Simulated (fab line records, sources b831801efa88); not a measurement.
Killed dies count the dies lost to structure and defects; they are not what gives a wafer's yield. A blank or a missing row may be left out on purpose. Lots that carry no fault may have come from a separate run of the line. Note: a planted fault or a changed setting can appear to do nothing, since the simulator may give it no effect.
What tool caused it? -- flow sky130 -- Sampling: 13 lots, 39 wafers, 5 of 708 route steps

WHAT THE GAUGES SHOWED, per wafer
SKY_DNWELL_TW_MEAS_09.
lot,measured,on,DNWELL_TW
L342,day 3 02:00,film-metro-01,1096 1098 1093
L343,day 3 07:45,film-metro-01,1098 1097 1093
L344,day 3 16:25,film-metro-02,1139 1134 1142
L345,day 3 22:18,film-metro-02,1139 1143 1138
L348,day 4 14:55,film-metro-01,1107 1104 1103
L349,day 4 21:22,film-metro-02,1142 1141
L350,day 5 00:58,film-metro-01,1111 1106 1113
L352,day 5 10:10,film-metro-02,1150 1152 1157
L353,day 5 15:35,film-metro-01,1116 1111 1110
L356,day 6 07:19,film-metro-02,1133 1135 1143
L360,day 7 02:12,film-metro-01,1104 1097 1105
L362,day 7 14:21,film-metro-01,1104 1103 1104
L363,day 7 20:33,film-metro-03,1105 1107 1105

TOOL THAT RAN EACH LOT (tool first, then ch and the chambers of the sampled wafers, then the start)
lot,SKY_FIELD_ISO_ETCH_14,SKY_FIELD_ISO_ETCH_15,SKY_FIELD_ISO_STRIP_16,SKY_DNWELL_STRIP_08
L342,"rie-diel-02 ch 0,2, day 2 05:22","rie-diel-02 ch 0,2, day 2 05:25","plasma-asher-02 ch 0,1, day 2 05:28","plasma-asher-04 ch 0, day 3 01:54"
L343,"rie-diel-04 ch 1,3, day 2 09:38","rie-diel-04 ch 1,3, day 2 09:41","plasma-asher-04 ch 0,1, day 2 09:44","plasma-asher-01 ch 0,1, day 3 07:39"
L344,"rie-diel-04 ch 1,2,3, day 2 15:53","rie-diel-04 ch 1,2,3, day 2 15:56","plasma-asher-03 ch 0,1, day 2 15:59","plasma-asher-04 ch 0,1, day 3 16:18"
L345,"rie-diel-02 ch 0,1,2, day 2 20:14","rie-diel-02 ch 0,1,2, day 2 20:17","plasma-asher-03 ch 0,1, day 2 20:20","plasma-asher-04 ch 0,1, day 3 22:12"
L348,"rie-diel-04 ch 1,2, day 3 12:20","rie-diel-04 ch 1,2, day 3 12:23","plasma-asher-04 ch 0,1, day 3 12:28","plasma-asher-04 ch 0,1, day 4 14:50"
L349,"rie-diel-02 ch 0,1,3, day 3 19:50","rie-diel-02 ch 0,1,3, day 3 19:53","plasma-asher-04 ch 0,1, day 3 19:56","plasma-asher-01 ch 0,1, day 4 21:16"
L350,"rie-diel-01 ch 2,3, day 3 22:49","rie-diel-01 ch 2,3, day 3 22:52","plasma-asher-02 ch 0,1, day 3 22:57","plasma-asher-04 ch 0,1, day 5 00:53"
L352,"rie-diel-04 ch 0,1,3, day 4 08:53","rie-diel-04 ch 0,1,3, day 4 08:56","plasma-asher-02 ch 0,1, day 4 08:59","plasma-asher-04 ch 0,1, day 5 10:04"
L353,"rie-diel-01 ch 1,2,3, day 4 13:46","rie-diel-01 ch 1,2,3, day 4 13:49","plasma-asher-04 ch 0,1, day 4 13:54","plasma-asher-02 ch 0,1, day 5 15:30"
L356,"rie-diel-04 ch 0,2, day 5 06:02","rie-diel-04 ch 0,2, day 5 06:05","plasma-asher-03 ch 0,1, day 5 06:08","plasma-asher-02 ch 0,1, day 6 07:12"
L360,"rie-diel-01 ch 1,2, day 6 01:08","rie-diel-01 ch 1,2, day 6 01:10","plasma-asher-03 ch 0,1, day 6 01:14","plasma-asher-02 ch 1, day 7 02:06"
L362,"rie-diel-04 ch 1,2,3, day 6 12:26","rie-diel-04 ch 1,2,3, day 6 12:29","plasma-asher-02 ch 0,1, day 6 12:32","plasma-asher-01 ch 0,1, day 7 14:15"
L363,"rie-diel-04 ch 2,3, day 6 18:46","rie-diel-04 ch 2,3, day 6 18:49","plasma-asher-02 ch 1, day 6 18:52","plasma-asher-02 ch 0, day 7 20:27"
- SKY_FIELD_ISO_ETCH_14: etches BARC in N2/H2, stops on SiO2, time 45.9 s, target depth 60 nm.
- SKY_FIELD_ISO_ETCH_15: etches the open film in CHF3/O2, stops on Si, target depth 180 nm, time 72 s.
- SKY_FIELD_ISO_STRIP_16: strips in O2/N2.
- SKY_DNWELL_STRIP_08: strips in O2/N2.

AS READ BY THE TOOLS THEMSELVES (means over the sampled wafers that have a number; for cases with no such wafer, the mark the record gives instead)
SKY_FIELD_ISO_ETCH_14.
lot,tool,drypump-motor-current-A (A),oes-product-au (a.u.),run-length-s (s),throttle-valve-pct (%)
L342,rie-diel-02,6.0,0.853,73.9,13.216
L343,rie-diel-04,5.3,0.857,74.4,13.228
L344,rie-diel-04,5.5,0.857,74.5,13.228
L345,rie-diel-02,5.9,0.855,74.2,13.231
L348,rie-diel-04,5.2,0.856,74.5,13.229
L349,rie-diel-02,5.7,0.904,67.3,13.222
L350,rie-diel-01,5.0,0.852,74.7,13.225
L352,rie-diel-04,5.4,0.854,74.6,13.221
L353,rie-diel-01,5.3,0.855,74.6,13.234
L356,rie-diel-04,5.3,0.852,74.6,13.224
L360,rie-diel-01,5.6,0.853,74.5,13.223
L362,rie-diel-04,5.5,0.855,74.4,13.217
L363,rie-diel-04,5.9,0.853,74.5,13.223

SKY_FIELD_ISO_ETCH_15.
lot,tool,drypump-motor-current-A (A),oes-product-au (a.u.),run-length-s (s),throttle-valve-pct (%)
L342,rie-diel-02,6.0,0.949,100.0,8.852
L343,rie-diel-04,5.3,0.942,100.5,8.835
L344,rie-diel-04,5.5,0.942,100.5,8.845
L345,rie-diel-02,5.8,0.941,100.2,8.839
L348,rie-diel-04,5.2,0.948,100.5,8.845
L349,rie-diel-02,5.7,0.760,100.5,8.787
L350,rie-diel-01,5.0,0.948,100.7,8.847
L352,rie-diel-04,5.4,0.937,100.6,8.838
L353,rie-diel-01,5.3,0.952,100.6,8.842
L356,rie-diel-04,5.3,0.931,100.6,8.846
L360,rie-diel-01,5.6,0.952,100.5,8.842
L362,rie-diel-04,5.5,0.943,100.5,8.854
L363,rie-diel-04,5.9,0.935,100.2,8.837

SKY_FIELD_ISO_STRIP_16.
lot,tool,drypump-motor-current-A (A),oes-product-au (a.u.),strip-time-to-endpoint-s (s)
L342,plasma-asher-02,6.1,0.376,3.475
L343,plasma-asher-04,6.0,0.377,3.517
L344,plasma-asher-03,5.0,0.379,3.505
L345,plasma-asher-03,5.3,0.379,3.511
L348,plasma-asher-04,6.0,0.375,3.536
L349,plasma-asher-04,5.7,0.379,3.586
L350,plasma-asher-02,5.9,0.375,3.551
L352,plasma-asher-02,6.1,0.375,3.524
L353,plasma-asher-04,5.8,0.374,3.557
L356,plasma-asher-03,5.3,0.376,3.517
L360,plasma-asher-03,5.0,0.379,3.547
L362,plasma-asher-02,5.9,0.375,3.517
L363,plasma-asher-02,5.8,0.373,3.542

SKY_DNWELL_STRIP_08.
lot,tool,drypump-motor-current-A (A),oes-product-au (a.u.),strip-time-to-endpoint-s (s)
L342,plasma-asher-04,6.3,0.721,36.87
L343,plasma-asher-01,5.3,0.724,36.88
L344,plasma-asher-04,5.8,0.728,37.11
L345,plasma-asher-04,5.7,0.723,37.03
L348,plasma-asher-04,5.7,0.725,36.94
L349,plasma-asher-01,5.2,0.726,36.94
L350,plasma-asher-04,6.0,0.726,36.91
L352,plasma-asher-04,5.8,0.721,37.04
L353,plasma-asher-02,5.9,0.720,36.97
L356,plasma-asher-02,6.1,0.725,37.08
L360,plasma-asher-02,5.8,0.721,36.79
L362,plasma-asher-01,5.3,0.722,36.80
L363,plasma-asher-02,6.2,0.725,36.93

THE ANSWER, worked out from the rows above alone
Rule: the usual values come from the lots themselves. The widest of any qualifying gaps counts: lots, ordered by their means at a reading, are off when they make up no more than a third of the lots, leave a main group of 4 or more, and stand apart from it by 3 or more times the standard deviation of that group's means. If all means in a main group match to the digits the tables above print for the reading, that group is not used. Also off: a lot with no number at a reading for which 4 or more lots have one. All remaining lots with rows at the step are treated as sound. After the gauges, taken in route order, come the tools' own readings; for these a lot's mean is taken, as printed above. At the first step where some lot is off, the reading lying furthest off is the one used; lots without a number count as furthest.
Off: L349, at SKY_FIELD_ISO_ETCH_14 (run-length-s). For the main group the mean is 74.5 s and the standard deviation 0.21.
If a tool, at that step or one of the process steps before it, ran each lot that is off and ran no sound lot following the first of them, it fits. One fits: SKY_FIELD_ISO_ETCH_14 on rie-diel-02. Its last sound lot is L345 (day 2 20:14), its first lot that is off L349 (day 3 19:50): a fault that began between those two fits.
The tool's own readings at SKY_FIELD_ISO_ETCH_14 bear it out: on the lots that are off they differ by more than 5 times the standard deviation of the sound lots' means. oes-product-au reads 0.904 a.u. there against 0.854 a.u. on the sound lots; run-length-s reads 67.3 s there against 74.5 s on the sound lots.

WHAT THE SIMULATOR HAD PUT IN
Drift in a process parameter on rie-diel-02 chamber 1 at SKY_FIELD_ISO_ETCH_14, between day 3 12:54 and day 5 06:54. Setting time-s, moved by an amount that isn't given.
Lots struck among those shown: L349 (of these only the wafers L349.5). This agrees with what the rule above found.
